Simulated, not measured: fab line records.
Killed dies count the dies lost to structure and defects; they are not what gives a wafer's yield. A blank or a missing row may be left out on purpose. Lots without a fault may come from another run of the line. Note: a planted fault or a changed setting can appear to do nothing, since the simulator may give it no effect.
fab line records / flow sky130
[record] lots = 7 wafers = 21 lastDay = 50
route steps=708 shown PWDE@48 NWELL@56
lots untouched by any fault: they come from a run of this same line in which no faults occurred
startH: hours from the record's first day to the start of the lot's first wafer shown / waitH: hours elapsed since this lot's preceding step / " the same as in the row above / L1.1+2: a row that stands for several wafers / - value missing, or start not given / * or withheld: withheld / < > ~ a bound
route shown NAME@n: a module of which the file shows steps, and the number in the route of the first / usual: average and standard deviation across the fault-free wafers / same: alike in all rows / chamber/n: place in a boat / sites: each site's reading / _std_site: standard deviation across them / _edge_site: the outer-site mean with the inner-site mean subtracted / radiusMm: how far each site lies from the wafer's centre / mask NAME#n: copy n / behind: the last tool/chamber to shape the wafer / hold: reason for holding the lot/hours on hold/outcome of the hold / device: the transistor (n, p or np) that didn't switch / end of line: tests run on the same wafers once the route is complete / for a step that has no rows: nothing shown but its recipe / killed: not the wafer's yield, but the dies lost to structure and defects at the first sort / map: a wafer's dies, x killed, . not, _ none there
set.NAME: the run value of the setting; set.NAME@STEP: its run value at that earlier step / model.NAME: the simulator's own value behind a step, which no gauge read
lots seen at some steps along the route; tables by step, rows by wafer
services: the hour from which a tool's chamber was out of use, counted from the record's first day as startH (under 0 if before that day), plus the number of hours and why
[[steps]]
[step SKY_PWDE_SOFTBAKE_03]
[recipe] tempC = 110 timeS = withheld
[step SKY_PWDE_EXPOSE_04]
[recipe] maskId = PWDEM na = 0.6 sourceShape = conventional sigmaOuter = 0.6 polarization = unpolarized targetCdNm = 840 doseMj = 214
[step SKY_PWDE_PEB_05]
[recipe] tempC = 115 timeS = withheld
[step SKY_PWDE_DEVELOP_06]
[recipe] wallAngleDeg = 90 developer = TMAH developTimeS = 60 devTempC = 23
[step SKY_PWDE_OVL_MEAS_07]
[usual] PWDE_OVL = 0.2/1.2
lot.wafer=L573.1 tool=overlay-02 chamber=- startH=75.19 waitH=- PWDE_OVL[nm]=0.7
lot.wafer=L573.3 tool=overlay-02 chamber=- startH=75.19 waitH=- PWDE_OVL[nm]=-0.3
lot.wafer=L573.6 tool=overlay-02 chamber=- startH=75.19 waitH=- PWDE_OVL[nm]=-0.9
lot.wafer=L580.1 tool=overlay-01 chamber=- startH=115.64 waitH=- PWDE_OVL[nm]=-0.6
lot.wafer=L580.3 tool=overlay-01 chamber=- startH=115.64 waitH=- PWDE_OVL[nm]=0.3
lot.wafer=L580.5 tool=overlay-01 chamber=- startH=115.64 waitH=- PWDE_OVL[nm]=-1.5
lot.wafer=L581.1 tool=overlay-01 chamber=- startH=120.09 waitH=- PWDE_OVL[nm]=1.9
lot.wafer=L581.3 tool=overlay-01 chamber=- startH=120.09 waitH=- PWDE_OVL[nm]=1.5
lot.wafer=L581.5 tool=overlay-01 chamber=- startH=120.09 waitH=- PWDE_OVL[nm]=2.4
lot.wafer=L582.1 tool=overlay-02 chamber=- startH=124.18 waitH=- PWDE_OVL[nm]=0.2
lot.wafer=L582.3 tool=overlay-02 chamber=- startH=124.18 waitH=- PWDE_OVL[nm]=-0.6
lot.wafer=L582.5 tool=overlay-02 chamber=- startH=124.18 waitH=- PWDE_OVL[nm]=-0.7
lot.wafer=L592.1 tool=overlay-02 chamber=- startH=179.64 waitH=- PWDE_OVL[nm]=2.2
lot.wafer=L592.3 tool=overlay-02 chamber=- startH=179.64 waitH=- PWDE_OVL[nm]=2.7
lot.wafer=L592.5 tool=overlay-02 chamber=- startH=179.64 waitH=- PWDE_OVL[nm]=2.5
lot.wafer=L594.1 tool=overlay-02 chamber=- startH=189.63 waitH=- PWDE_OVL[nm]=0.4
lot.wafer=L594.2 tool=overlay-02 chamber=- startH=189.63 waitH=- PWDE_OVL[nm]=1.1
lot.wafer=L594.3 tool=overlay-02 chamber=- startH=189.63 waitH=- PWDE_OVL[nm]=0.6
lot.wafer=L595.1 tool=overlay-01 chamber=- startH=199.28 waitH=- PWDE_OVL[nm]=0.7
lot.wafer=L595.2 tool=overlay-01 chamber=- startH=199.28 waitH=- PWDE_OVL[nm]=0.9
lot.wafer=L595.6 tool=overlay-01 chamber=- startH=199.28 waitH=- PWDE_OVL[nm]=1.0
[step SKY_PWDE_IMPLANT_08]
[recipe] species = B energyKev = 150 doseCm2 = 3.6e+12 tiltDeg = withheld
[step SKY_PWDE_STRIP_09]
[recipe] chemistry = O2/N2 powerW = 1400 pressureMtorr = 1500 platenTempC = withheld o2FlowSccm = 3000 n2FlowSccm = 300 overashFraction = 0.5
[usual] drypumpMotorCurrentA = 5.8/0.36 n2FlowSccm = 299.8/0.9 o2FlowSccm = 2998/9 oesProductAu = 0.722/0.0045 stripTimeToEndpointS = 36.92/0.09
[same] overashFraction = 0.5
lot.wafer=L573.1 tool=plasmaAsher-04 chamber=0 startH=75.38 waitH=0.1 drypumpMotorCurrentA=6.2 n2FlowSccm=300.9 o2FlowSccm=2999 oesProductAu=0.725 rfHoursCounterH=38 stripTimeToEndpointS=36.98
lot.wafer=L573.3 tool=plasmaAsher-04 chamber=0 startH=75.38 waitH=0.1 drypumpMotorCurrentA=6.2 n2FlowSccm=301.2 o2FlowSccm=3002 oesProductAu=0.733 rfHoursCounterH=- stripTimeToEndpointS=36.95
lot.wafer=L573.6 tool=plasmaAsher-04 chamber=0 startH=75.38 waitH=0.1 drypumpMotorCurrentA=6.2 n2FlowSccm=300.8 o2FlowSccm=2996 oesProductAu=0.726 rfHoursCounterH=- stripTimeToEndpointS=37.07
lot.wafer=L580.1 tool=plasmaAsher-01 chamber=1 startH=115.83 waitH=0.1 drypumpMotorCurrentA=5.2 n2FlowSccm=298.4 o2FlowSccm=2983 oesProductAu=0.719 rfHoursCounterH=30 stripTimeToEndpointS=37.00
lot.wafer=L580.3 tool=plasmaAsher-01 chamber=1 startH=115.83 waitH=0.1 drypumpMotorCurrentA=5.1 n2FlowSccm=299.3 o2FlowSccm=2999 oesProductAu=0.726 rfHoursCounterH=- stripTimeToEndpointS=36.96
lot.wafer=L580.5 tool=plasmaAsher-01 chamber=0 startH=115.83 waitH=0.1 drypumpMotorCurrentA=5.8 n2FlowSccm=299.6 o2FlowSccm=2995 oesProductAu=0.723 rfHoursCounterH=- stripTimeToEndpointS=36.85
lot.wafer=L581.1 tool=plasmaAsher-03 chamber=1 startH=120.28 waitH=0.1 drypumpMotorCurrentA=6.0 n2FlowSccm=299.7 o2FlowSccm=2998 oesProductAu=0.717 rfHoursCounterH=43 stripTimeToEndpointS=36.88
lot.wafer=L581.3 tool=plasmaAsher-03 chamber=1 startH=120.28 waitH=0.1 drypumpMotorCurrentA=6.0 n2FlowSccm=299.5 o2FlowSccm=2985 oesProductAu=0.715 rfHoursCounterH=- stripTimeToEndpointS=36.94
lot.wafer=L581.5 tool=plasmaAsher-03 chamber=0 startH=120.28 waitH=0.1 drypumpMotorCurrentA=5.6 n2FlowSccm=299.8 o2FlowSccm=3002 oesProductAu=0.717 rfHoursCounterH=- stripTimeToEndpointS=36.85
lot.wafer=L582.1 tool=plasmaAsher-03 chamber=1 startH=124.36 waitH=0.1 drypumpMotorCurrentA=6.0 n2FlowSccm=299.0 o2FlowSccm=2990 oesProductAu=0.720 rfHoursCounterH=44 stripTimeToEndpointS=36.78
lot.wafer=L582.3 tool=plasmaAsher-03 chamber=1 startH=124.36 waitH=0.1 drypumpMotorCurrentA=6.1 n2FlowSccm=299.5 o2FlowSccm=2988 oesProductAu=0.722 rfHoursCounterH=- stripTimeToEndpointS=36.83
lot.wafer=L582.5 tool=plasmaAsher-03 chamber=1 startH=124.36 waitH=0.1 drypumpMotorCurrentA=6.0 n2FlowSccm=298.9 o2FlowSccm=2993 oesProductAu=0.722 rfHoursCounterH=- stripTimeToEndpointS=36.83
lot.wafer=L592.1 tool=plasmaAsher-01 chamber=0 startH=179.83 waitH=0.1 drypumpMotorCurrentA=5.8 n2FlowSccm=299.5 o2FlowSccm=3009 oesProductAu=0.726 rfHoursCounterH=35 stripTimeToEndpointS=36.79
lot.wafer=L592.3 tool=plasmaAsher-01 chamber=1 startH=179.83 waitH=0.1 drypumpMotorCurrentA=5.1 n2FlowSccm=299.9 o2FlowSccm=2999 oesProductAu=0.725 rfHoursCounterH=- stripTimeToEndpointS=36.81
lot.wafer=L592.5 tool=plasmaAsher-01 chamber=0 startH=179.83 waitH=0.1 drypumpMotorCurrentA=5.8 n2FlowSccm=299.3 o2FlowSccm=2998 oesProductAu=0.722 rfHoursCounterH=- stripTimeToEndpointS=36.79
lot.wafer=L594.1 tool=plasmaAsher-03 chamber=1 startH=189.81 waitH=0.1 drypumpMotorCurrentA=6.1 n2FlowSccm=300.8 o2FlowSccm=2997 oesProductAu=0.720 rfHoursCounterH=51 stripTimeToEndpointS=36.94
lot.wafer=L594.2 tool=plasmaAsher-03 chamber=0 startH=189.81 waitH=0.1 drypumpMotorCurrentA=5.6 n2FlowSccm=298.5 o2FlowSccm=2998 oesProductAu=0.714 rfHoursCounterH=51 stripTimeToEndpointS=36.91
lot.wafer=L594.3 tool=plasmaAsher-03 chamber=0 startH=189.81 waitH=0.1 drypumpMotorCurrentA=5.6 n2FlowSccm=299.3 o2FlowSccm=3003 oesProductAu=0.729 rfHoursCounterH=- stripTimeToEndpointS=36.80
lot.wafer=L595.1 tool=plasmaAsher-01 chamber=0 startH=199.46 waitH=0.1 drypumpMotorCurrentA=5.8 n2FlowSccm=299.7 o2FlowSccm=3004 oesProductAu=0.723 rfHoursCounterH=37 stripTimeToEndpointS=36.85
lot.wafer=L595.2 tool=plasmaAsher-01 chamber=1 startH=199.46 waitH=0.1 drypumpMotorCurrentA=5.2 n2FlowSccm=299.9 o2FlowSccm=3003 oesProductAu=0.726 rfHoursCounterH=37 stripTimeToEndpointS=36.98
lot.wafer=L595.6 tool=plasmaAsher-01 chamber=0 startH=199.46 waitH=0.1 drypumpMotorCurrentA=5.8 n2FlowSccm=299.3 o2FlowSccm=2999 oesProductAu=0.728 rfHoursCounterH=- stripTimeToEndpointS=36.91
[step SKY_PWDE_TW_MEAS_10]
[usual] PWDE_TW = 369/3.2
lot.wafer=L573.1 tool=filmMetro-02 chamber=- startH=75.48 waitH=0.1 PWDE_TW=367
lot.wafer=L573.3 tool=filmMetro-02 chamber=- startH=75.48 waitH=0.1 PWDE_TW=368
lot.wafer=L573.6 tool=filmMetro-02 chamber=- startH=75.48 waitH=0.1 PWDE_TW=369
lot.wafer=L580.1 tool=filmMetro-01 chamber=- startH=115.93 waitH=0.1 PWDE_TW=372
lot.wafer=L580.3 tool=filmMetro-01 chamber=- startH=115.93 waitH=0.1 PWDE_TW=373
lot.wafer=L580.5 tool=filmMetro-01 chamber=- startH=115.93 waitH=0.1 PWDE_TW=369
lot.wafer=L581.1 tool=filmMetro-01 chamber=- startH=120.38 waitH=0.1 PWDE_TW=372
lot.wafer=L581.3 tool=filmMetro-01 chamber=- startH=120.38 waitH=0.1 PWDE_TW=373
lot.wafer=L581.5 tool=filmMetro-01 chamber=- startH=120.38 waitH=0.1 PWDE_TW=373
lot.wafer=L582.1 tool=filmMetro-01 chamber=- startH=124.46 waitH=0.1 PWDE_TW=372
lot.wafer=L582.3 tool=filmMetro-01 chamber=- startH=124.46 waitH=0.1 PWDE_TW=372
lot.wafer=L582.5 tool=filmMetro-01 chamber=- startH=124.46 waitH=0.1 PWDE_TW=372
lot.wafer=L592.1 tool=filmMetro-01 chamber=- startH=179.93 waitH=0.1 PWDE_TW=375
lot.wafer=L592.3 tool=filmMetro-01 chamber=- startH=179.93 waitH=0.1 PWDE_TW=373
lot.wafer=L592.5 tool=filmMetro-01 chamber=- startH=179.93 waitH=0.1 PWDE_TW=373
lot.wafer=L594.1 tool=filmMetro-01 chamber=- startH=189.91 waitH=0.1 PWDE_TW=375
lot.wafer=L594.2 tool=filmMetro-01 chamber=- startH=189.91 waitH=0.1 PWDE_TW=374
lot.wafer=L594.3 tool=filmMetro-01 chamber=- startH=189.91 waitH=0.1 PWDE_TW=373
lot.wafer=L595.1 tool=filmMetro-02 chamber=- startH=199.56 waitH=0.1 PWDE_TW=369
lot.wafer=L595.2 tool=filmMetro-02 chamber=- startH=199.56 waitH=0.1 PWDE_TW=367
lot.wafer=L595.6 tool=filmMetro-02 chamber=- startH=199.56 waitH=0.1 PWDE_TW=369
[step SKY_NWELL_DEHYDRATE_03]
[recipe] tempC = 200 timeS = 60
[step SKY_NWELL_HMDS_04]
[recipe] primeTimeS = 60 primeTempC = 120
[step SKY_NWELL_COAT_05]
[recipe] spinRpm = 2000 resistThkNm = 3000
[step SKY_NWELL_SOFTBAKE_06]
[recipe] tempC = 110 timeS = withheld
[step SKY_NWELL_EXPOSE_07]
[recipe] maskId = NWM na = 0.6 sourceShape = conventional sigmaOuter = 0.6 polarization = unpolarized targetCdNm = 840 doseMj = 255
[usual] exposureDoseMJCm2 = 255.02/0.24 focusOffsetNm = 0.0/0.48
lot.wafer=L573.1 tool=ilineStepper-02 chamber=0 startH=83.54 waitH=- mask=NWM#0 exposureDoseMJCm2=254.80 focusOffsetNm=-0.2
lot.wafer=L573.3 tool=ilineStepper-02 chamber=0 startH=83.54 waitH=- mask=NWM#0 exposureDoseMJCm2=254.60 focusOffsetNm=0.0
lot.wafer=L573.6 tool=ilineStepper-02 chamber=0 startH=83.54 waitH=- mask=NWM#0 exposureDoseMJCm2=254.51 focusOffsetNm=-0.5
lot.wafer=L580.1 tool=ilineStepper-01 chamber=- startH=125.84 waitH=- mask=NWM#0 exposureDoseMJCm2=- focusOffsetNm=-
lot.wafer=L580.3 tool=ilineStepper-01 chamber=- startH=125.84 waitH=- mask=NWM#0 exposureDoseMJCm2=- focusOffsetNm=-
lot.wafer=L580.5 tool=ilineStepper-01 chamber=- startH=125.84 waitH=- mask=NWM#0 exposureDoseMJCm2=- focusOffsetNm=-
lot.wafer=L581.1 tool=ilineStepper-02 chamber=- startH=130.42 waitH=- mask=NWM#0 exposureDoseMJCm2=- focusOffsetNm=-
lot.wafer=L581.3 tool=ilineStepper-02 chamber=- startH=130.42 waitH=- mask=NWM#0 exposureDoseMJCm2=- focusOffsetNm=-
lot.wafer=L581.5 tool=ilineStepper-02 chamber=- startH=130.42 waitH=- mask=NWM#0 exposureDoseMJCm2=- focusOffsetNm=-
lot.wafer=L582.1 tool=ilineStepper-01 chamber=- startH=134.02 waitH=- mask=NWM#0 exposureDoseMJCm2=- focusOffsetNm=-
lot.wafer=L582.3 tool=ilineStepper-01 chamber=- startH=134.02 waitH=- mask=NWM#0 exposureDoseMJCm2=- focusOffsetNm=-
lot.wafer=L582.5 tool=ilineStepper-01 chamber=- startH=134.02 waitH=- mask=NWM#0 exposureDoseMJCm2=- focusOffsetNm=-
lot.wafer=L592.1 tool=ilineStepper-01 chamber=0 startH=189.64 waitH=- mask=NWM#0 exposureDoseMJCm2=254.66 focusOffsetNm=0.6
lot.wafer=L592.3 tool=ilineStepper-01 chamber=0 startH=189.64 waitH=- mask=NWM#0 exposureDoseMJCm2=255.10 focusOffsetNm=-0.5
lot.wafer=L592.5 tool=ilineStepper-01 chamber=0 startH=189.64 waitH=- mask=NWM#0 exposureDoseMJCm2=255.12 focusOffsetNm=-0.3
lot.wafer=L594.1 tool=ilineStepper-02 chamber=0 startH=200.79 waitH=- mask=NWM#0 exposureDoseMJCm2=254.90 focusOffsetNm=0.4
lot.wafer=L594.2 tool=ilineStepper-02 chamber=0 startH=200.79 waitH=- mask=NWM#0 exposureDoseMJCm2=255.65 focusOffsetNm=0.3
lot.wafer=L594.3 tool=ilineStepper-02 chamber=0 startH=200.79 waitH=- mask=NWM#0 exposureDoseMJCm2=255.00 focusOffsetNm=0.3
lot.wafer=L595.1 tool=ilineStepper-02 chamber=0 startH=210.14 waitH=- mask=NWM#0 exposureDoseMJCm2=254.95 focusOffsetNm=0.1
lot.wafer=L595.2 tool=ilineStepper-02 chamber=0 startH=210.14 waitH=- mask=NWM#0 exposureDoseMJCm2=254.77 focusOffsetNm=-1.0
lot.wafer=L595.6 tool=ilineStepper-02 chamber=0 startH=210.14 waitH=- mask=NWM#0 exposureDoseMJCm2=254.67 focusOffsetNm=0.1
[step SKY_NWELL_PEB_08]
[recipe] tempC = 115 timeS = withheld
[[services]]
tool=ilineStepper-02 chamber=0 startH=61.08 hours=- kind=calibration
tool=ilineStepper-02 chamber=- startH=78.26 hours=1.7 kind=pm
tool=plasmaAsher-03 chamber=- startH=122.20 hours=0.8 kind=repair
tool=plasmaAsher-01 chamber=- startH=133.71 hours=17.2 kind=pm
tool=ilineStepper-01 chamber=- startH=142.55 hours=1.7 kind=pm
tool=ilineStepper-02 chamber=- startH=155.10 hours=2.3 kind=repair
tool=ilineStepper-02 chamber=- startH=158.07 hours=0.5 kind=repair
tool=plasmaAsher-04 chamber=- startH=186.73 hours=5.8 kind=repair
[[key]]
[firstSign] step = SKY_NWELL_EXPOSE_07 reading = toolRecord direction = missing
effect none on later readings
metAt SKY_NWELL_EXPOSE_07
struckWafers L580.1,L580.3,L580.5,L581.1,L581.3,L581.5,L582.1,L582.3,L582.5
sortLeftOut L580.1,L580.3,L580.5,L581.1,L581.3,L581.5,L582.1,L582.3,L582.5
testerLeftOut L580,L581,L582
onsetBetween 83.54 125.84
[fault] kind = skippedStepWhole tool = ilineStepper-01,ilineStepper-02 chamber = - onsetH = 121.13 steps = SKY_NWELL_EXPOSE_07 scope = struckLotsOnly
// testerLeftOut: of these lots the tester's yield and bins aren't shown, on N5 and GAA mostly nor the transistor test; their killed dies are dies lost to structure and defects alone, not to doping, threshold or leakage, so they don't give the yield
// sortLeftOut: the simulated sort isn't trusted on such a fault, so these wafers' sort isn't shown, and their yield isn't known
